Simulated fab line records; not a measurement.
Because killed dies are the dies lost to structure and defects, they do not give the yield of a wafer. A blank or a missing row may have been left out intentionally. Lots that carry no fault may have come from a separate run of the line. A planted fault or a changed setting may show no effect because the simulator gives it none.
fab line records + flow sky130
record
- lots=11
- wafers=33
- last_day=49
route steps=708 shown METAL1@450 VIA1@473 METAL2@489 PAD_OPEN@708
lots untouched by any fault: they come from a run of this same line in which no faults occurred
start_h: start of the lot's first displayed wafer, in hours after the record's first day + wait_h: time in hours since the lot's previous step + " the same as in the row above + L1.1+2: one row covering several wafers at once + - value missing, or start not given + * or withheld: withheld + < > ~ a bound
route shown NAME@n: names a module that has steps shown in the file, with the first one's number in the route + usual: mean/standard deviation taken from wafers without a fault + same: alike in all rows + chamber/n: place in a boat + sites: the reading at each site + _std_site: standard deviation of those values + _edge_site: inner sites' mean taken away from outer sites' mean + radius_mm: how far each site lies from the wafer's centre + mask NAME#n: copy n + behind: the last tool/chamber to shape the wafer + hold: what put the lot on hold/how long, in hours/how the hold closed + device: the transistor (n, p or np) that didn't switch + end of line: the route-end tests of the same wafers + a step with no rows: only its recipe + killed: dies that structure and defects cost at the first sort, which is not the same as the wafer's yield + map: dies across one wafer; x = killed, . = not, _ = none there
set.NAME: setting as actually run; set.NAME@STEP: the setting as run at that earlier step + model.NAME: the simulator's own value behind a step, which no gauge read
the route's steps for a sample of lots (tables are steps, rows are wafers)
services: a tool's chamber out of use, with start hour (start_h, from the record's first day; less than 0 if before it), hours out, and reason
## steps
# step SKY_METAL1_OVL_MEAS_16
# usual
- METAL1_OVL=2/4.9
| lot.wafer | tool       | chamber | start_h | wait_h | METAL1_OVL[nm] |
|-----------|------------|---------|---------|--------|----------------|
| L468.1    | overlay-01 | -       | 785.18  | 0.1    | 5              |
| L468.2    | "          | -       | "       | "      | 1              |
| L468.4    | "          | -       | "       | "      | -2             |
| L469.2    | overlay-02 | -       | 793.73  | 0.1    | -3             |
| L469.3    | "          | -       | "       | "      | -1             |
| L469.4    | "          | -       | "       | "      | -1             |
| L471.2    | overlay-01 | -       | 815.04  | 0.1    | 2              |
| L471.3    | "          | -       | "       | "      | 10             |
| L471.4    | "          | -       | "       | "      | 10             |
| L472.1    | overlay-01 | -       | 823.03  | 0.1    | -1             |
| L472.2    | "          | -       | "       | "      | -1             |
| L472.4    | "          | -       | "       | "      | -1             |
| L473.1    | overlay-02 | -       | 829.44  | 0.1    | -1             |
| L473.3    | "          | -       | "       | "      | -2             |
| L473.6    | "          | -       | "       | "      | 0              |
| L475.1    | overlay-01 | -       | 843.17  | 0.1    | 4              |
| L475.2    | "          | -       | "       | "      | 4              |
| L475.6    | "          | -       | "       | "      | 4              |
| L476.2    | overlay-01 | -       | 853.44  | 0.1    | 9              |
| L476.4    | "          | -       | "       | "      | 0              |
| L476.5    | "          | -       | "       | "      | 4              |
| L477.2    | overlay-01 | -       | 861.64  | 0.1    | 6              |
| L477.4    | "          | -       | "       | "      | 0              |
| L477.5    | "          | -       | "       | "      | 9              |
| L478.2    | overlay-02 | -       | 862.16  | 0.1    | -1             |
| L478.3    | "          | -       | "       | "      | 4              |
| L478.5    | "          | -       | "       | "      | 11             |
| L482.1    | overlay-02 | -       | 894.63  | 0.1    | 0              |
| L482.5    | "          | -       | "       | "      | 4              |
| L482.6    | "          | -       | "       | "      | 5              |
| L483.3    | overlay-02 | -       | 900.24  | 0.1    | 2              |
| L483.5    | "          | -       | "       | "      | 5              |
| L483.6    | "          | -       | "       | "      | 0              |
# step SKY_VIA1_ETCH_15
# recipe
- target=SiO2
- chemistry=C4F8/O2/Ar
- target_depth_nm=351
- stop_on=TiN
- mask_material=KrF-thick
- source_w=1500
- bias_w=1200
- pressure_mtorr=40
- c4f8_flow_sccm=withheld
- O2_flow_sccm=6
- Ar_flow_sccm=300
- time_s=54
# usual
- oes_product_au=0.982/0.0054
| lot.wafer | tool        | chamber | start_h | wait_h | oes_product_au | rf_hours_counter_h |
|-----------|-------------|---------|---------|--------|----------------|--------------------|
| L468.1    | rie_diel-02 | 2       | 812.68  | 0.0    | 0.975          | 20                 |
| L468.2    | "           | 3       | "       | "      | 0.978          | 9                  |
| L468.4    | "           | 0       | "       | "      | 0.979          | 15                 |
| L469.2    | rie_diel-04 | 3       | 821.91  | 0.0    | 0.992          | 5                  |
| L469.3    | "           | 1       | "       | "      | 0.984          | 2                  |
| L469.4    | "           | 0       | "       | "      | 0.986          | -                  |
| L471.2    | rie_diel-04 | 3       | 843.23  | 0.0    | 0.986          | 5                  |
| L471.3    | "           | 1       | "       | "      | 0.979          | 3                  |
| L471.4    | "           | 0       | "       | "      | 0.974          | 8                  |
| L472.1    | rie_diel-04 | 3       | 851.18  | 0.0    | 0.980          | 5                  |
| L472.2    | "           | 1       | "       | "      | 0.992          | 3                  |
| L472.4    | "           | 0       | "       | "      | 0.986          | -                  |
| L473.1    | rie_diel-02 | 1       | 856.83  | 0.0    | 0.982          | 8                  |
| L473.3    | "           | 2       | "       | "      | 0.979          | 22                 |
| L473.6    | "           | 1       | "       | "      | 0.993          | -                  |
| L475.1    | rie_diel-01 | 3       | 871.28  | 0.0    | 0.983          | 4                  |
| L475.2    | "           | 1       | "       | "      | 0.981          | 26                 |
| L475.6    | "           | 3       | "       | "      | 0.985          | -                  |
| L476.2    | rie_diel-01 | 3       | 881.48  | 0.0    | 0.996          | 4                  |
| L476.4    | "           | 1       | "       | "      | 0.984          | 26                 |
| L476.5    | "           | 0       | "       | "      | 0.987          | -                  |
| L477.2    | rie_diel-01 | 1       | 889.11  | 0.0    | 0.976          | 27                 |
| L477.4    | "           | 2       | "       | "      | 0.979          | 6                  |
| L477.5    | "           | 3       | "       | "      | 0.976          | -                  |
| L478.2    | rie_diel-02 | 1       | 889.46  | 0.0    | 0.993          | 9                  |
| L478.3    | "           | 2       | "       | "      | 0.986          | 23                 |
| L478.5    | "           | 3       | "       | "      | 0.982          | -                  |
| L482.1    | rie_diel-02 | 2       | 921.45  | 0.0    | 0.980          | 24                 |
| L482.5    | "           | 1       | "       | "      | 0.984          | -                  |
| L482.6    | "           | 0       | "       | "      | 0.984          | -                  |
| L483.3    | rie_diel-01 | 1       | 926.68  | 0.0    | 0.984          | 28                 |
| L483.5    | "           | 1       | "       | "      | 0.985          | -                  |
| L483.6    | "           | 2       | "       | "      | 0.977          | -                  |
# step SKY_VIA1_CVD_21
# recipe
- material=W
- target_thk_nm=270
- time_s=80.902
- temp_c=400
- pressure_torr=40
# usual
- heater_power_outer_w=506/22
- heater_power_w=824/38
| lot.wafer | tool     | chamber | start_h | wait_h | heater_power_outer_w | heater_power_w | since_wet_clean_h |
|-----------|----------|---------|---------|--------|----------------------|----------------|-------------------|
| L468.1    | cvd_w-01 | 1       | 813.38  | 0.0    | 487                  | 770            | 409               |
| L468.2    | "        | 0       | "       | "      | 511                  | 843            | 409               |
| L468.4    | "        | 0       | "       | "      | 511                  | 846            | -                 |
| L469.2    | cvd_w-02 | 0       | 822.68  | 0.0    | 510                  | 876            | 919               |
| L469.3    | "        | 1       | "       | "      | 530                  | 869            | -                 |
| L469.4    | "        | 0       | "       | "      | 519                  | 854            | -                 |
| L471.2    | cvd_w-02 | 0       | 843.95  | 0.0    | 504                  | 844            | 940               |
| L471.3    | "        | 0       | "       | "      | 508                  | 849            | -                 |
| L471.4    | "        | 1       | "       | "      | 556                  | 896            | -                 |
| L472.1    | cvd_w-01 | 1       | 851.89  | 0.0    | 492                  | 760            | 448               |
| L472.2    | "        | 0       | "       | "      | 488                  | 845            | 448               |
| L472.4    | "        | 0       | "       | "      | 486                  | 857            | -                 |
| L473.1    | cvd_w-01 | 1       | 857.57  | 0.0    | 490                  | 767            | 454               |
| L473.3    | "        | 0       | "       | "      | 502                  | 845            | -                 |
| L473.6    | "        | 0       | "       | "      | 512                  | 832            | -                 |
| L475.1    | cvd_w-01 | 1       | 872.39  | 0.0    | 484                  | 786            | 468               |
| L475.2    | "        | 0       | "       | "      | 489                  | 848            | 468               |
| L475.6    | "        | 0       | "       | "      | 495                  | 838            | -                 |
| L476.2    | cvd_w-01 | 1       | 882.22  | 0.0    | 486                  | 790            | 478               |
| L476.4    | "        | 0       | "       | "      | 502                  | 846            | -                 |
| L476.5    | "        | 1       | "       | "      | 473                  | 778            | -                 |
| L477.2    | cvd_w-01 | 0       | 889.81  | 0.0    | 489                  | 846            | 486               |
| L477.4    | "        | 1       | "       | "      | 469                  | 765            | -                 |
| L477.5    | "        | 0       | "       | "      | 506                  | 873            | -                 |
| L478.2    | cvd_w-02 | 0       | 890.16  | 0.0    | 508                  | 847            | 986               |
| L478.3    | "        | 0       | "       | "      | 507                  | 827            | -                 |
| L478.5    | "        | 0       | "       | "      | 504                  | 872            | -                 |
| L482.1    | cvd_w-01 | 1       | 922.18  | 0.0    | 492                  | 776            | 518               |
| L482.5    | "        | 0       | "       | "      | 496                  | 849            | -                 |
| L482.6    | "        | 1       | "       | "      | 488                  | 788            | -                 |
| L483.3    | cvd_w-01 | 0       | 927.43  | 0.1    | 498                  | 841            | -                 |
| L483.5    | "        | 0       | "       | "      | 510                  | 845            | -                 |
| L483.6    | "        | 1       | "       | "      | 486                  | 782            | -                 |
# step SKY_VIA1_RS_MEAS_22
# recipe
- thk_meas_gauge=four-point-probe
- reads=W_of_VIA1_CVD_21+TiN_of_VIA1_SPUTTER_20
# usual
- VIA1_W_RS=0.432/0.0047
| lot.wafer | tool          | chamber | start_h | wait_h | VIA1_W_RS[ohm/sq] |
|-----------|---------------|---------|---------|--------|-------------------|
| L468.1    | film_metro-04 | -       | 813.48  | 0.1    | 0.432             |
| L468.2    | "             | -       | "       | "      | 0.431             |
| L468.4    | "             | -       | "       | "      | 0.426             |
| L469.2    | film_metro-02 | -       | 822.79  | 0.1    | 0.436             |
| L469.3    | "             | -       | "       | "      | 0.440             |
| L469.4    | "             | -       | "       | "      | 0.437             |
| L471.2    | film_metro-03 | -       | 844.06  | 0.1    | 0.424             |
| L471.3    | "             | -       | "       | "      | 0.428             |
| L471.4    | "             | -       | "       | "      | 0.428             |
| L472.1    | film_metro-03 | -       | 851.98  | 0.1    | 0.438             |
| L472.2    | "             | -       | "       | "      | 0.435             |
| L472.4    | "             | -       | "       | "      | 0.437             |
| L473.1    | film_metro-04 | -       | 857.67  | 0.1    | 0.428             |
| L473.3    | "             | -       | "       | "      | 0.424             |
| L473.6    | "             | -       | "       | "      | 0.426             |
| L475.1    | film_metro-03 | -       | 872.48  | 0.1    | 0.443             |
| L475.2    | "             | -       | "       | "      | 0.432             |
| L475.6    | "             | -       | "       | "      | 0.430             |
| L476.2    | film_metro-02 | -       | 882.34  | 0.1    | 0.434             |
| L476.4    | "             | -       | "       | "      | 0.434             |
| L476.5    | "             | -       | "       | "      | 0.441             |
| L477.2    | film_metro-03 | -       | 889.92  | 0.1    | 0.436             |
| L477.4    | "             | -       | "       | "      | 0.435             |
| L477.5    | "             | -       | "       | "      | 0.433             |
| L478.2    | film_metro-04 | -       | 890.27  | 0.1    | 0.431             |
| L478.3    | "             | -       | "       | "      | 0.430             |
| L478.5    | "             | -       | "       | "      | 0.431             |
| L482.1    | film_metro-02 | -       | 922.27  | 0.1    | 0.435             |
| L482.5    | "             | -       | "       | "      | 0.428             |
| L482.6    | "             | -       | "       | "      | 0.460             |
| L483.3    | film_metro-04 | -       | 927.53  | 0.1    | 0.421             |
| L483.5    | "             | -       | "       | "      | 0.427             |
| L483.6    | "             | -       | "       | "      | 0.448             |
# step SKY_VIA1_THK_MEAS_23
# recipe
- thk_meas_gauge=xrf
- reads=W_of_VIA1_CVD_21
# usual
- VIA1_W_THK=269/3.3
| lot.wafer | tool          | chamber | start_h | wait_h | VIA1_W_THK[nm] |
|-----------|---------------|---------|---------|--------|----------------|
| L468.1    | film_metro-04 | -       | 813.60  | 0.1    | 270            |
| L468.2    | "             | -       | "       | "      | 271            |
| L468.4    | "             | -       | "       | "      | 273            |
| L469.2    | film_metro-02 | -       | 822.90  | 0.1    | 270            |
| L469.3    | "             | -       | "       | "      | 268            |
| L469.4    | "             | -       | "       | "      | 270            |
| L471.2    | film_metro-03 | -       | 844.17  | 0.1    | 272            |
| L471.3    | "             | -       | "       | "      | 270            |
| L471.4    | "             | -       | "       | "      | 268            |
| L472.1    | film_metro-03 | -       | 852.10  | 0.1    | 265            |
| L472.2    | "             | -       | "       | "      | 266            |
| L472.4    | "             | -       | "       | "      | 265            |
| L473.1    | film_metro-04 | -       | 857.79  | 0.1    | 271            |
| L473.3    | "             | -       | "       | "      | 273            |
| L473.6    | "             | -       | "       | "      | 272            |
| L475.1    | film_metro-03 | -       | 872.60  | 0.1    | 262            |
| L475.2    | "             | -       | "       | "      | 269            |
| L475.6    | "             | -       | "       | "      | 269            |
| L476.2    | film_metro-02 | -       | 882.45  | 0.1    | 270            |
| L476.4    | "             | -       | "       | "      | 270            |
| L476.5    | "             | -       | "       | "      | 267            |
| L477.2    | film_metro-03 | -       | 890.03  | 0.1    | 264            |
| L477.4    | "             | -       | "       | "      | 265            |
| L477.5    | "             | -       | "       | "      | 266            |
| L478.2    | film_metro-04 | -       | 890.38  | 0.1    | 268            |
| L478.3    | "             | -       | "       | "      | 268            |
| L478.5    | "             | -       | "       | "      | 268            |
| L482.1    | film_metro-02 | -       | 922.39  | 0.1    | 269            |
| L482.5    | "             | -       | "       | "      | 274            |
| L482.6    | "             | -       | "       | "      | 255            |
| L483.3    | film_metro-04 | -       | 927.63  | 0.1    | 275            |
| L483.5    | "             | -       | "       | "      | 270            |
| L483.6    | "             | -       | "       | "      | 259            |
# step SKY_METAL2_THK_MEAS_06
# recipe
- thk_meas_gauge=xrf
- reads=AlCu_of_METAL2_SPUTTER_02
# usual
- METAL2_ALCU_THK=251.1/2.9
| lot.wafer | tool          | chamber | start_h | wait_h | METAL2_ALCU_THK[nm] |
|-----------|---------------|---------|---------|--------|---------------------|
| L468.1    | film_metro-02 | -       | 814.22  | 0.1    | 251.4               |
| L468.2    | "             | -       | "       | "      | 249.8               |
| L468.4    | "             | -       | "       | "      | 250.4               |
| L469.2    | film_metro-02 | -       | 823.52  | 0.1    | 251.5               |
| L469.3    | "             | -       | "       | "      | 252.4               |
| L469.4    | "             | -       | "       | "      | 250.9               |
| L471.2    | film_metro-01 | -       | 844.79  | 0.1    | 248.0               |
| L471.3    | "             | -       | "       | "      | 250.6               |
| L471.4    | "             | -       | "       | "      | 251.3               |
| L472.1    | film_metro-02 | -       | 852.72  | 0.1    | 250.6               |
| L472.2    | "             | -       | "       | "      | 251.4               |
| L472.4    | "             | -       | "       | "      | 250.6               |
| L473.1    | film_metro-03 | -       | 858.41  | 0.1    | 253.1               |
| L473.3    | "             | -       | "       | "      | 254.9               |
| L473.6    | "             | -       | "       | "      | 256.5               |
| L475.1    | film_metro-02 | -       | 873.35  | 0.1    | 251.8               |
| L475.2    | "             | -       | "       | "      | 248.1               |
| L475.6    | "             | -       | "       | "      | 246.8               |
| L476.2    | film_metro-02 | -       | 883.07  | 0.1    | 247.2               |
| L476.4    | "             | -       | "       | "      | 249.6               |
| L476.5    | "             | -       | "       | "      | 249.7               |
| L477.2    | film_metro-01 | -       | 890.65  | 0.1    | 253.0               |
| L477.4    | "             | -       | "       | "      | 255.1               |
| L477.5    | "             | -       | "       | "      | 254.7               |
| L478.2    | film_metro-02 | -       | 891.00  | 0.1    | 252.2               |
| L478.3    | "             | -       | "       | "      | 252.7               |
| L478.5    | "             | -       | "       | "      | 253.9               |
| L482.1    | film_metro-03 | -       | 923.04  | 0.1    | 250.6               |
| L482.5    | "             | -       | "       | "      | 249.9               |
| L482.6    | "             | -       | "       | "      | 248.8               |
| L483.3    | film_metro-01 | -       | 928.25  | 0.1    | 248.7               |
| L483.5    | "             | -       | "       | "      | 248.7               |
| L483.6    | "             | -       | "       | "      | 254.4               |
# step SKY_PAD_OPEN_PROBE_99
# usual
- defect_limited_yield=82.7/2
- killed_at_M0_to_M3=42/7.7
- killed_at_M4_up=3.1/1.9
- killed_at_contacts=24/4.9
- killed_at_front_end=15/4.6
- killed_at_other=0.3/0.51
- killed_dies=85/9.9
- killed_open=47/7.1
- killed_short=38/6.7
- sort_bin_3_pad_short=0.9/0.46
- sort_bin_5_function=10.1/1.5
- sort_bin_6_memory=6.3/1.1
- sort_n_pass=407/9.9
- sort_yield_pct=82.7/2
# same
- gross_dies=492
- killed_at_back_side=0
- sort_bin_4_leakage[%]=0
- sort_bin_8_speed[%]=0
| lot.wafer | tool      | chamber | start_h | wait_h | defect_limited_yield[%] | killed_at_M0_to_M3 | killed_at_M4_up | killed_at_contacts | killed_at_front_end | killed_at_other | killed_dies | killed_open | killed_short | sort_bin_3_pad_short[%] | sort_bin_5_function[%] | sort_bin_6_memory[%] | sort_n_pass | sort_yield_pct[%] |
|-----------|-----------|---------|---------|--------|-------------------------|--------------------|-----------------|--------------------|---------------------|-----------------|-------------|-------------|--------------|-------------------------|------------------------|----------------------|-------------|-------------------|
| L478.2    | prober-02 | -       | 1150.58 | 0.1    | 84.3                    | 35                 | 2               | 30                 | 10                  | 0               | 77          | 45          | 32           | 0.4                     | 9.8                    | 5.5                  | 415         | 84.3              |
| L478.3    | prober-02 | -       | 1150.63 | 0.2    | 83.5                    | 32                 | 0               | 30                 | 18                  | 1               | 81          | 47          | 34           | 0.6                     | 8.3                    | 7.5                  | 411         | 83.5              |
| L478.5    | prober-02 | -       | 1150.73 | 0.2    | 82.3                    | 35                 | 5               | 35                 | 12                  | 0               | 87          | 52          | 35           | 0.8                     | 11.0                   | 5.9                  | 405         | 82.3              |
# killed by level:class
L478.2 CONTACT:geometric_particle:open=14 VIA1:geometric_particle:open=11 CONTACT:geometric_particle:short=7 LI_CONTACT:geometric_particle:open=5 POLY_GATE:geometric_particle:open=4 VIA1:geometric_particle:short=4 VIA2:geometric_particle:short=4 LOCAL_INTERCONNECT:geometric_particle:short=3
L478.3 CONTACT:geometric_particle:open=13 LI_CONTACT:geometric_particle:open=8 POLY_GATE:geometric_particle:short=7 VIA1:geometric_particle:open=7 VIA3:geometric_particle:open=6 FIELD_ISO:geometric_particle:short=5 VIA2:geometric_particle:open=5 CONTACT:geometric_particle:short=5
L478.5 CONTACT:geometric_particle:open=15 VIA1:geometric_particle:open=10 LI_CONTACT:geometric_particle:open=6 CONTACT:geometric_particle:short=5 METAL1:geometric_particle:short=5 VIA2:geometric_particle:open=5 FIELD_ISO:geometric_particle:short=4 LI_CONTACT:geometric_particle:short=4
## services
| tool        | chamber | start_h | hours | kind           |
|-------------|---------|---------|-------|----------------|
| rie_diel-04 | 2       | 801.44  | -     | clean          |
| rie_diel-04 | 2       | 801.44  | 29.3  | scheduled_down |
| rie_diel-04 | 2       | 801.44  | 29.3  | vent_cycle     |
| rie_diel-01 | -       | 804.79  | 2.7   | pm             |
| rie_diel-01 | 0       | 834.03  | 5.8   | repair         |
| rie_diel-04 | 2       | 849.82  | 5.8   | repair         |
| cvd_w-02    | -       | 850.45  | 0.5   | repair         |
| rie_diel-04 | 1       | 854.01  | 4.6   | repair         |
| rie_diel-02 | -       | 872.78  | 1.1   | repair         |
| cvd_w-02    | -       | 904.00  | 14.0  | pm             |
| cvd_w-02    | 0       | 904.00  | 14.0  | vent_cycle     |
| cvd_w-02    | 1       | 904.00  | 14.0  | vent_cycle     |
| cvd_w-02    | 0       | 918.00  | -     | clean          |
| cvd_w-02    | 1       | 918.00  | -     | clean          |
| rie_diel-02 | 1       | 924.26  | 7.6   | repair         |
| rie_diel-02 | 3       | 925.04  | 5.1   | repair         |
## key
first_sign
- step=SKY_VIA1_RS_MEAS_22
- reading=VIA1_W_RS
- direction=up
- sigmas=4.6
- usual=0.432
- struck=0.454
effect
- step=SKY_VIA1_THK_MEAS_23
- reading=VIA1_W_THK
- direction=down
- sigmas=3.6
- usual=269
- struck=257
met_at SKY_VIA1_CVD_21
struck_lots L482,L483
struck_wafers L482.6,L483.6
not_acting_at SKY_METAL1_OVL_MEAS_16,SKY_VIA1_ETCH_15,SKY_METAL2_THK_MEAS_06
onset_between 889.81 922.18
fault
- kind=process_parameter_drift
- tool=cvd_w-01
- chamber=-
- onset_h=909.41
- steps=SKY_VIA1_CVD_21
- channel=target_thk_nm
- offset=-12.37
- shape=step
- end_h=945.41
- scope=struck_wafers_only
- acts_in=these_recipes_only
- stated=270
